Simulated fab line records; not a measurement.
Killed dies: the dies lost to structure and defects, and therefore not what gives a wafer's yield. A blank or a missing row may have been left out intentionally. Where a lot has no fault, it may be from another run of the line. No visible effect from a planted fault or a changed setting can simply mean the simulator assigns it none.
A single fault, viewed from 2 desks | flow sky130 | what lay behind the numbers comes last; until then each desk has only its own

## FOR THE TOOL OWNER'S DESK: furnace-01
The tool's own readings at SKY_GATE_OXIDE_OXIDATION_16 (stabilise 600 s, purge 300 s, target thk 3.57 nm): means of the sampled wafers that have a number, for each lot that ran on this tool. The brackets show how far a lot's mean lies from the usual mean; more than 4 standard deviations puts the lot out of limits, marked OUT.
Columns: A = spike tc bottom C at SKY_GATE_OXIDE_OXIDATION_16, usual 817.1 C; B = spike tc centre C at SKY_GATE_OXIDE_OXIDATION_16, usual 800.3 C; C = spike tc lower C at SKY_GATE_OXIDE_OXIDATION_16, usual 799.8 C; D = spike tc upper C at SKY_GATE_OXIDE_OXIDATION_16, usual 799.4 C; E = tube center temp C at SKY_GATE_OXIDE_OXIDATION_16, usual 800 C; F = tube_center_temp_C_max at SKY_GATE_OXIDE_OXIDATION_16, usual 802.0
lot  | first seen here | A     | B     | C                | D                | E             | F
L427 | day 17 21:43    | 822.0 | 805.3 | 806.7 (+6.2) OUT | 805.7 (+6.7) OUT | 806 (+92) OUT | 808.6 (+21) OUT
L428 | day 18 06:40    | 822.3 | 805.5 | 806.4 (+6.0) OUT | 805.7 (+6.6) OUT | 806 (+95) OUT | 808.5 (+21) OUT
L438 | day 21 12:44    | 816.7 | 799.5 | 800.1            | 798.5            | 800           | 802.2
L439 | day 21 16:52    | 815.1 | 799.2 | 800.6            | 800.0            | 800           | 801.9
Finding of this desk: L427, L428 out of limits; the first was L427 at day 17 21:43, on spike tc lower C at SKY_GATE_OXIDE_OXIDATION_16. Within limits: L438, L439.

## AT THE METROLOGY DESK
What the gauges read for every lot (on any tool): the sampled wafers with a number, averaged. The brackets show how far a lot's mean lies from the usual mean; more than 4 standard deviations puts the lot out of limits, marked OUT.
Columns: A = GATE_OXIDE_OVL at SKY_GATE_OXIDE_OVL_MEAS_10, usual -0.4 nm; B = GATE_OXIDE_TW at SKY_GATE_OXIDE_TW_MEAS_14, usual 225.7
lot  | first seen here | A    | B
L421 | day 15 06:36    | 0.5  | 225.9
L427 | day 17 18:20    | -0.9 | 225.3
L428 | day 18 05:16    | -0.1 | 226.7
L438 | day 21 11:02    | 0.2  | 227.0
L439 | day 21 16:11    | 1.0  | 225.2
L440 | day 22 09:00    | -0.2 | 225.0
Finding of this desk: none of the 6 lots has anything out of limits.

## TAKEN TOGETHER
An alarm could have come from the tool owner's desk at day 17 21:43, on L427, L428.
At the metrology desk, nothing out of limits was observed.
The metrology desk holds a record of L427, L428, inside its limits.
Every lot named ran SKY_GATE_OXIDE_OXIDATION_16 on furnace-01.

## WHAT THE SIMULATOR HAD PUT IN
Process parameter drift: furnace-01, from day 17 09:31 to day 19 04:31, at SKY_GATE_OXIDE_OXIDATION_16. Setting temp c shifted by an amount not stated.
Shown lots that were struck: L427, L428.
Time in hours from fault onset to the first out-of-limits reading at each desk: the tool owner's desk, 12.
